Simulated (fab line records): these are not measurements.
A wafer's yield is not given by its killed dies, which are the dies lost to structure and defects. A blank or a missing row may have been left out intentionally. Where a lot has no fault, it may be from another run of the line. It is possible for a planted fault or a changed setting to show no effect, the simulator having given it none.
A struck lot beside a sound one | flow gf180mcu | 16 out of 602 route steps
Sound: the wafers L426.3, L426.4, L426.5. Struck: wafer L437.3 (L437.4, L437.5, from the same lot, were not struck and are left out); the cause is given at the end.
At each step with rows: each side's tool, then ch and its chambers, then its first start. Under that, the readings that differ: sound wafers | struck wafers | difference of the means | sigmas: that difference in standard deviations of wafers without a fault.
alike: same words and numbers on both sides, and readings whose means sit less than 2 such deviations apart. not compared: any withheld reading, any reading some wafer has no value for, any bound like >300 that may hide the same value, and any number with overlapping values for which the record gives no deviation.
Wherever a step has rows on one side only, a row that says differs or no value, or a row with sigmas, the two part there. When numbers do not overlap yet have no deviation, they are printed without sigmas and do not part them. A reading that every wafer of one side lacks parts them only if that side has two wafers or more.

first, 6 steps without rows for these wafers: GF_TOP_METAL_HMDS_08 (prime time 60 s); GF_TOP_METAL_COAT_09 (resist thk 1500 nm); GF_TOP_METAL_SOFTBAKE_10 (time 60 s); GF_TOP_METAL_EXPOSE_11 (exposes mask MetalTop, target cd 440 nm); GF_TOP_METAL_PEB_12; GF_TOP_METAL_DEVELOP_13 (develop time 60 s).
GF_TOP_METAL_CD_MEAS_14: the cd target is 440 nm.
  sound on cd-sem-01, day 27 19:16; struck on cd-sem-01, day 31 18:13
  alike: cd-nm
GF_TOP_METAL_OVL_MEAS_15:
  sound on overlay-02, day 27 19:21; struck on overlay-01, day 31 18:19
  alike: TOP_METAL_OVL
GF_TOP_METAL_METAL_ETCH_16: etches the open film in Cl2/BCl3, stops on SiO2, target depth 1197 nm, time 199.5 s.
  sound on rie-metal-04 ch 0,1, day 27 19:26; struck on rie-metal-01 ch 1, day 31 18:24
  alike: chamber-pressure-mTorr, drypump-motor-current-A, oes-product-au, throttle-valve-pct
  not compared: rf-hours-counter-h
GF_TOP_METAL_STRIP_17: strips in O2/N2.
  sound on plasma-asher-01 ch 0,1, day 27 19:36; struck on plasma-asher-04 ch 1, day 31 18:34
  reading            | sound       | struck | difference | sigmas
  heater-power-w (W) | 324 347 345 | 397    | +58        | +2
  alike: chamber-pressure-mTorr, drypump-motor-current-A, oes-product-au, platen-temp-c, strip-time-to-endpoint-s
  not compared: rf-hours-counter-h
then, 2 steps without rows for these wafers: GF_TOP_METAL_STRIP_18 (strips in post etch residue remover, time 1200 s); GF_TOP_METAL_CLEAN_19 (cleans in DIW).
GF_PASSIVATION_CVD_00: deposits SiO2 from TEOS, target thk 1000 nm, time 111.95 s.
  sound on pecvd-02 ch 0,1,2, day 27 20:10; struck on pecvd-02 ch 2, day 31 19:04
  reading                                      | sound           | struck | difference | sigmas
  model.SiO2_of_PASSIVATION_CVD_00.thk-nm (nm) | 987.8 1008 1023 | 1331   | +325       |
  alike: heater-power-w, susceptor-temp-C
GF_PASSIVATION_THK_MEAS_01:
  sound on film-metro-04, day 27 20:16; struck on film-metro-03, day 31 19:10
  reading                     | sound         | struck | difference | sigmas
  PASSIVATION_CVD_00_THK (nm) | 989 1008 1024 | 1330   | +323       | +22
GF_PASSIVATION_CVD_02: deposits Si3N4, target thk 700 nm, time 486.18 s.
  sound on pecvd-03 ch 0,1,2, day 27 20:18; struck on pecvd-03 ch 1, day 31 19:12
  alike: heater-power-w, susceptor-temp-C
GF_PASSIVATION_PROBE_99:
  the record has rows for the struck wafers here (prober-01, day 32 03:22) and none for the sound ones

## WHERE THEY PART
At GF_TOP_METAL_STRIP_17 first; at GF_PASSIVATION_PROBE_99 last (within this record only).

WHY: what had been put in by the simulator
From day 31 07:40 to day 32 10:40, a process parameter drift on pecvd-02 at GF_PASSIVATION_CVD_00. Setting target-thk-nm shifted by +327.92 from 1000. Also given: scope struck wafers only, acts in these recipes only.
